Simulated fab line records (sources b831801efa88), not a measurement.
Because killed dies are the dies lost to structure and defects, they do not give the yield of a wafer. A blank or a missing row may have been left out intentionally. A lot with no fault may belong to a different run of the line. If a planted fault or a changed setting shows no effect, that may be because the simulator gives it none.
What tool caused it? :: flow gf180mcu :: 11 lots with 33 wafers sampled at 4 steps, on a route of 602 steps

WHAT THE GAUGES SHOWED, per wafer
GF_MIM_THK_MEAS_11: measures by xrf. Usual: for MIM_ALCU_THK the level is 200.5 nm and the standard deviation is 2.
lot: L744
measured: day 25 16:21
on: film metro-03
MIM_ALCU_THK (nm): 197.3 198.5 199.7
flag: 

lot: L746
measured: day 26 08:13
on: film metro-04
MIM_ALCU_THK (nm): 213.7 213.0 212.3
flag: OFF

lot: L747
measured: day 26 11:51
on: film metro-04
MIM_ALCU_THK (nm): 213.6 212.5 211.7
flag: OFF

lot: L748
measured: day 26 12:41
on: film metro-04
MIM_ALCU_THK (nm): 214.2 212.2 212.3
flag: OFF

lot: L750
measured: day 27 12:56
on: film metro-04
MIM_ALCU_THK (nm): 198.7 198.5 199.2
flag: 

lot: L756
measured: day 29 05:09
on: film metro-02
MIM_ALCU_THK (nm): 201.5 203.3 204.7
flag: 

lot: L760
measured: day 30 12:46
on: film metro-03
MIM_ALCU_THK (nm): 200.4 201.5 201.2
flag: 

lot: L759
measured: day 30 17:29
on: film metro-02
MIM_ALCU_THK (nm): 202.2 202.3 203.6
flag: 

lot: L761
measured: day 30 18:39
on: film metro-02
MIM_ALCU_THK (nm): 201.6 202.2 198.9
flag: 

lot: L763
measured: day 31 00:19
on: film metro-02
MIM_ALCU_THK (nm): 198.1 198.7 198.9
flag: 

lot: L765
measured: day 31 17:03
on: film metro-04
MIM_ALCU_THK (nm): 204.3 204.8 201.9
flag: 

GF_V5_THK_MEAS_01. Usual: for V5_CVD_00_THK the level is 299.3 nm and the standard deviation is 2.4.
lot: L744
measured: day 27 10:44
on: film metro-02
V5_CVD_00_THK (nm): 296.8 298.9 299.5
flag: 

lot: L746
measured: day 28 02:13
on: film metro-01
V5_CVD_00_THK (nm): 300.2 299.8 296.8
flag: 

lot: L747
measured: day 28 05:11
on: film metro-01
V5_CVD_00_THK (nm): 298.3 300.7 296.6
flag: 

lot: L748
measured: day 28 05:51
on: film metro-04
V5_CVD_00_THK (nm): 303.0 301.3 301.4
flag: 

lot: L750
measured: day 29 05:42
on: film metro-04
V5_CVD_00_THK (nm): 302.7 299.6 299.8
flag: 

lot: L756
measured: day 30 19:54
on: film metro-04
V5_CVD_00_THK (nm): 300.5 301.0 300.5
flag: 

lot: L760
measured: day 32 00:22
on: film metro-02
V5_CVD_00_THK (nm): 301.7 296.9 300.9
flag: 

lot: L759
measured: day 32 05:46
on: film metro-02
V5_CVD_00_THK (nm): 301.8 299.4 299.5
flag: 

lot: L761
measured: day 32 06:59
on: film metro-04
V5_CVD_00_THK (nm): 301.7 300.7 300.7
flag: 

lot: L763
measured: day 32 12:23
on: film metro-01
V5_CVD_00_THK (nm): 301.4 300.1 299.9
flag: 

lot: L765
measured: day 33 02:58
on: film metro-04
V5_CVD_00_THK (nm): 298.3 298.5 300.0
flag: 

TOOL THAT RAN EACH LOT (tool first, then ch and the chambers of the sampled wafers, then the start)
lot: L744
GF_MIM_SPUTTER_09: pvd sputter-03, day 25 16:12
GF_MIM_METAL_ETCH_19: rie metal-01 ch 0,1, day 26 13:13

lot: L746
GF_MIM_SPUTTER_09: pvd sputter-02, day 26 08:04
GF_MIM_METAL_ETCH_19: rie metal-02 ch 0,1, day 27 05:00

lot: L747
GF_MIM_SPUTTER_09: pvd sputter-01, day 26 11:37
GF_MIM_METAL_ETCH_19: rie metal-01 ch 0,1, day 27 07:54

lot: L748
GF_MIM_SPUTTER_09: pvd sputter-01, day 26 12:32
GF_MIM_METAL_ETCH_19: rie metal-02 ch 0,1, day 27 09:15

lot: L750
GF_MIM_SPUTTER_09: pvd sputter-02, day 27 12:46
GF_MIM_METAL_ETCH_19: rie metal-03 ch 0,1, day 28 08:49

lot: L756
GF_MIM_SPUTTER_09: pvd sputter-02, day 29 04:59
GF_MIM_METAL_ETCH_19: rie metal-03 ch 1, day 29 23:36

lot: L760
GF_MIM_SPUTTER_09: pvd sputter-03, day 30 12:37
GF_MIM_METAL_ETCH_19: rie metal-03 ch 0,1, day 31 05:57

lot: L759
GF_MIM_SPUTTER_09: pvd sputter-02, day 30 17:19
GF_MIM_METAL_ETCH_19: rie metal-03 ch 0,1, day 31 11:06

lot: L761
GF_MIM_SPUTTER_09: pvd sputter-02, day 30 18:30
GF_MIM_METAL_ETCH_19: rie metal-01 ch 0,1, day 31 12:03

lot: L763
GF_MIM_SPUTTER_09: pvd sputter-01, day 31 00:10
GF_MIM_METAL_ETCH_19: rie metal-01 ch 0,1, day 31 17:20

lot: L765
GF_MIM_SPUTTER_09: pvd sputter-03, day 31 16:54
GF_MIM_METAL_ETCH_19: rie metal-02 ch 0,1, day 32 09:42
- GF_MIM_SPUTTER_09: material TiN, target thk 35 nm, time 29.2 s.
- GF_MIM_METAL_ETCH_19: etches the open film in Cl2/BCl3, stops on Si3N4, target depth 324.5 nm, time 54.1 s.

AS READ BY THE TOOLS THEMSELVES (means over the sampled wafers that have a number; for cases with no such wafer, the mark the record gives instead)
GF_MIM_SPUTTER_09. Usual: cathode dc power W 6500.1 W, standard deviation 1.3; chamber pressure pa 0.4000 Pa, standard deviation 0.00078; throttle valve pct 29.9 %, standard deviation 1.2.
lot: L744
tool: pvd sputter-03
cathode dc power W (W): 6499.3
chamber pressure pa (Pa): 0.3991
throttle valve pct (%): 29.4
flag: 

lot: L746
tool: pvd sputter-02
cathode dc power W (W): -
chamber pressure pa (Pa): -
throttle valve pct (%): -
flag: OFF

lot: L747
tool: pvd sputter-01
cathode dc power W (W): -
chamber pressure pa (Pa): -
throttle valve pct (%): -
flag: OFF

lot: L748
tool: pvd sputter-01
cathode dc power W (W): -
chamber pressure pa (Pa): -
throttle valve pct (%): -
flag: OFF

lot: L750
tool: pvd sputter-02
cathode dc power W (W): 6498.8
chamber pressure pa (Pa): 0.4005
throttle valve pct (%): 31.1
flag: 

lot: L756
tool: pvd sputter-02
cathode dc power W (W): 6499.6
chamber pressure pa (Pa): 0.4001
throttle valve pct (%): 29.9
flag: 

lot: L760
tool: pvd sputter-03
cathode dc power W (W): 6500.7
chamber pressure pa (Pa): 0.4003
throttle valve pct (%): 29.4
flag: 

lot: L759
tool: pvd sputter-02
cathode dc power W (W): 6500.3
chamber pressure pa (Pa): 0.3995
throttle valve pct (%): 32.0
flag: 

lot: L761
tool: pvd sputter-02
cathode dc power W (W): 6500.7
chamber pressure pa (Pa): 0.3991
throttle valve pct (%): 30.8
flag: 

lot: L763
tool: pvd sputter-01
cathode dc power W (W): 6500.7
chamber pressure pa (Pa): 0.3997
throttle valve pct (%): 28.7
flag: 

lot: L765
tool: pvd sputter-03
cathode dc power W (W): 6500.5
chamber pressure pa (Pa): 0.4009
throttle valve pct (%): 30.3
flag: 

GF_MIM_METAL_ETCH_19. Usual: drypump motor current A 5.84 A, standard deviation 0.22; oes product au 0.941 a.u., standard deviation 0.0057; throttle valve pct 28.283 %, standard deviation 0.0099.
lot: L744
tool: rie metal-01
drypump motor current A (A): 5.52
oes product au (a.u.): 0.931
throttle valve pct (%): 28.295
flag: 

lot: L746
tool: rie metal-02
drypump motor current A (A): 5.88
oes product au (a.u.): 0.993
throttle valve pct (%): 28.243
flag: OFF

lot: L747
tool: rie metal-01
drypump motor current A (A): 5.53
oes product au (a.u.): 0.993
throttle valve pct (%): 28.231
flag: OFF

lot: L748
tool: rie metal-02
drypump motor current A (A): 5.84
oes product au (a.u.): 0.989
throttle valve pct (%): 28.220
flag: OFF

lot: L750
tool: rie metal-03
drypump motor current A (A): 5.96
oes product au (a.u.): 0.941
throttle valve pct (%): 28.291
flag: 

lot: L756
tool: rie metal-03
drypump motor current A (A): 6.20
oes product au (a.u.): 0.941
throttle valve pct (%): 28.281
flag: 

lot: L760
tool: rie metal-03
drypump motor current A (A): 5.96
oes product au (a.u.): 0.941
throttle valve pct (%): 28.280
flag: 

lot: L759
tool: rie metal-03
drypump motor current A (A): 5.96
oes product au (a.u.): 0.948
throttle valve pct (%): 28.277
flag: 

lot: L761
tool: rie metal-01
drypump motor current A (A): 5.51
oes product au (a.u.): 0.941
throttle valve pct (%): 28.285
flag: 

lot: L763
tool: rie metal-01
drypump motor current A (A): 5.51
oes product au (a.u.): 0.940
throttle valve pct (%): 28.292
flag: 

lot: L765
tool: rie metal-02
drypump motor current A (A): 5.83
oes product au (a.u.): 0.946
throttle valve pct (%): 28.272
flag: 

THE ANSWER, worked out from the rows above alone
Rule: take the mean of a lot's wafers that have a number; if it is more than 3 standard deviations from the usual mean, the lot is off. Also off: a lot with no number at a reading for which 4 or more lots have one. Where the step has rows for the other lots, those lots are counted as sound. The gauges are gone through in route order, then the tools' own readings, and for those a lot's mean is taken as printed above. At the first step where some lot is off, the reading lying furthest off is the one used; lots without a number count as furthest.
Off: at GF_MIM_THK_MEAS_11 (MIM_ALCU_THK), L746, L747, L748.
If a tool, at a process step before that reading, ran all the lots that are off and no sound lot after the first of them, it fits. The gauges at GF_MIM_THK_MEAS_11 aren't tried: what is off there is off at GF_MIM_SPUTTER_09 too, on other tools, and a gauge's error can't cause that. Not one of the candidates tried fits.

WHAT THE SIMULATOR HAD PUT IN
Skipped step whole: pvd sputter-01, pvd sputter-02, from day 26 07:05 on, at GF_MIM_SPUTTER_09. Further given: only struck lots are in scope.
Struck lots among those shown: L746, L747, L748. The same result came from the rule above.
